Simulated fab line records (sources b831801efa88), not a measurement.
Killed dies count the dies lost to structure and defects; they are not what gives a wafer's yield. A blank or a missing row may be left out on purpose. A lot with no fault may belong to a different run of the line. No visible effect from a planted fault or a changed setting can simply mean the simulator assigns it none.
Struck lot and sound lot, side by side || flow gf180mcu || 37 out of 602 route steps
Sound: these wafers, L648.1, L648.2, L648.4. Struck: wafers L647.1, L647.2, L647.3. The cause is named last.
For every step that has rows: the tool of each side, followed by ch and its chambers, followed by its first start. Under that, the readings that differ: sound wafers || struck wafers || difference of the means || sigmas: that difference in standard deviations of wafers without a fault.
alike: same words and numbers on both sides, and readings whose means sit less than 2 such deviations apart. not compared: any withheld reading, any reading some wafer has no value for, any bound like >300 that may hide the same value, and any number with overlapping values for which the record gives no deviation.
The two part at a step that has a row with sigmas, a row that says differs or no value, or rows on one side only. Numbers that don't overlap but have no deviation are shown without sigmas and don't part them. Lack of a reading on every wafer of one side parts them only where that side has two or more wafers.

first, 2 steps without rows for these wafers: GF_M4_PEB_12 (peb time 90 s); GF_M4_DEVELOP_13 (develop time 60 s).
GF_M4_CD_MEAS_14: target cd 280 nm.
  sound: cdSem-02 at day 30 07:16; struck: cdSem-01 at day 29 21:48
  alike: cdNm
GF_M4_OVL_MEAS_15:
  sound: overlay-02 at day 30 07:23; struck: overlay-02 at day 29 21:55
  alike: M4_OVL
GF_M4_METAL_ETCH_16: etches the open film in Cl2/BCl3, stops on SiO2, target depth 627.5 nm, time 104.6 s.
  sound on rieMetal-01 ch 0,1, day 30 07:25; struck on rieMetal-04 ch 0,1, day 29 21:57
  alike: drypumpMotorCurrentA, oesProductAu, rfFwdPowerW, throttleValvePct
  not compared: rfHoursCounterH
GF_M4_STRIP_17: strips in O2/N2.
  sound on plasmaAsher-03 ch 0,1, day 30 07:32; struck on plasmaAsher-02 ch 0,1, day 29 22:04
  alike: drypumpMotorCurrentA, heaterPowerW, o2FlowSccm, oesProductAu, platenTempC, stripTimeToEndpointS
  not compared: rfHoursCounterH
then, 3 steps without rows for these wafers: GF_M4_STRIP_18 (strips in post etch residue remover, time 1200 s); GF_M4_CLEAN_19 (cleans in DIW); GF_V4_CVD_00 (deposits SiO2, target thk 600 nm, time 100 s).
GF_V4_THK_MEAS_01:
  sound: filmMetro-03 at day 30 08:15; struck: filmMetro-03 at day 29 22:40
  alike: V4_CVD_00_THK
GF_V4_CVD_02: deposits SiO2 from TEOS, target thk 850 nm, time 94.851 s.
  sound on pecvd-03 ch 0,1, day 30 08:19; struck on pecvd-03 ch 0,1,2, day 29 22:44
  alike: heaterPowerW, rfFwdPowerW
GF_V4_THK_MEAS_03:
  sound: filmMetro-02 at day 30 08:24; struck: filmMetro-03 at day 29 22:48
  alike: V4_CVD_02_THK
GF_V4_CMP_04: polishes SiO2.
  sound on cmp-02 ch 1,2,3, day 30 08:31; struck on cmp-01 ch 0,1,3, day 29 22:52
{"reading": "timeToEndpointS (s)", "sound": "81 84 86", "struck": "27 29 18", "difference": -59, "sigmas": -9}
{"reading": "model.SiO2_of_V4_CVD_02.thkNm (nm)", "sound": "630.7 631.8 631", "struck": "791.2 792.3 790.8", "difference": "+160.3", "sigmas": ""}
  alike: motorCurrentA
GF_V4_BOW_MEAS_05:
  sound: filmMetro-02 at day 30 08:46; struck: filmMetro-03 at day 29 23:10
  alike: V4_BOW
then, 8 steps without rows for these wafers: GF_V4_DEHYDRATE_06 (time 60 s); GF_V4_HMDS_07 (prime time 60 s); GF_V4_COAT_08; GF_V4_COAT_09 (resist thk 1000 nm); GF_V4_SOFTBAKE_10 (time 60 s); GF_V4_EXPOSE_11 (exposes mask Via4, target cd 260 nm); GF_V4_PEB_12 (peb time 90 s); GF_V4_DEVELOP_13 (develop time 60 s).
GF_V4_CD_MEAS_14: target cd 260 nm.
  sound: cdSem-02 at day 31 03:08; struck: cdSem-02 at day 30 17:20
  alike: cdNm
GF_V4_OVL_MEAS_15:
  sound: overlay-02 at day 31 03:16; struck: overlay-02 at day 30 17:28
  alike: V4_OVL
then, 1 step without rows for these wafers: GF_V4_ETCH_16 (etches BARC in N2/H2).
GF_V4_ETCH_17: etches SiO2 in C4F8/O2/Ar, stops on TiN, target depth 630 nm.
  sound on rieDiel-03 ch 0,1,3; struck on rieDiel-02 ch 0,2,3
{"reading": "oesProductAu (a.u.)", "sound": "0.854 0.860 0.853", "struck": "0.978 0.969 0.975", "difference": "+0.118", "sigmas": "+28"}
{"reading": "model.V4.featureDepthNm (nm)", "sound": "630.7 631.8 631", "struck": "791.2 792.3 790.8", "difference": "+160.3", "sigmas": ""}
{"reading": "model.etch.depthNm (nm)", "sound": "630.7 631.8 631", "struck": "791.2 792.3 790.8", "difference": "+160.3", "sigmas": ""}
  alike: rfFwdPowerW
GF_V4_STRIP_18: strips in O2/N2.
  sound on plasmaAsher-01 ch 0,1, day 31 03:25; struck on plasmaAsher-01 ch 0,1, day 30 17:37
  alike: drypumpMotorCurrentA, heaterPowerW, o2FlowSccm, oesProductAu, platenTempC
  not compared: rfHoursCounterH
then, 4 steps without rows for these wafers: GF_V4_STRIP_19 (strips in post etch residue remover, time 1200 s); GF_V4_CLEAN_20 (cleans in DIW); GF_V4_SPUTTER_21 (material Ti, target thk 15 nm, time 80.02 s); GF_V4_SPUTTER_22 (material TiN, target thk 10 nm, time 40 s).
GF_V4_CVD_23: deposits W, target thk 350 nm, time 104.9 s.
  sound on cvdW-02 ch 0,1, day 31 04:04; struck on cvdW-01 ch 0,1, day 30 18:16
  alike: chamberPressureTorr, heaterPowerW
GF_V4_RS_MEAS_24: measures by four-point-probe.
  sound: filmMetro-03 at day 31 04:10; struck: filmMetro-03 at day 30 18:22
  alike: V4_W_RS
GF_V4_THK_MEAS_25: measures by xrf.
  sound: filmMetro-03 at day 31 04:17; struck: filmMetro-03 at day 30 18:29
  alike: V4_W_THK
GF_V4_CMP_26: polishes, stops on SiO2, t overpolish 15 s, target thk 0 nm.
  sound on cmp-02 ch 0,2,3, day 31 04:21; struck on cmp-01 ch 0,1,3, day 30 18:36
{"reading": "model.SiO2_of_V4_CVD_02.thkNm (nm)", "sound": "626.9 628.1 627.2", "struck": "787.4 788.5 787", "difference": "+160.2", "sigmas": ""}
  alike: motorCurrentA
then, 1 step without rows for these wafers: GF_MIM_SPUTTER_00 (material Ti, target thk 37.5 nm, time 150 s).
-- the record jumps here: 4 days lie between the struck wafers' starts before and after (it left off in module MIM and takes up again in module PASSIVATION, whose first step shown is number 602 of the route) --
GF_PASSIVATION_PROBE_99:
  sound: prober-02 at day 34 20:43; struck: prober-01 at day 34 12:07
{"reading": "model.etest.via4Chain.rcOhm", "sound": "6.396 6.349 6.269", "struck": "7.713 9.479 9.144", "difference": "+2.441", "sigmas": ""}
{"reading": "model.etest.met5Comb.leakLog10AUm", "sound": "-12.04 -12.02 -11.96", "struck": "-11.68 -11.78 -10.92", "difference": "+0.55", "sigmas": ""}

## WHERE THEY PART
First at GF_V4_CMP_04; last, within this record, at GF_V4_ETCH_17. Later steps at which nothing parts them and some readings are alike: GF_V4_STRIP_18, GF_V4_CVD_23, GF_V4_RS_MEAS_24, GF_V4_THK_MEAS_25, GF_V4_CMP_26.

WHY: the cause the simulator had injected
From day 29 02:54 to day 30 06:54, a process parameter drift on cmp-01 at GF_V4_CMP_04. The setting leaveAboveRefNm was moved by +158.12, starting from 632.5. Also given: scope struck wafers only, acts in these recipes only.
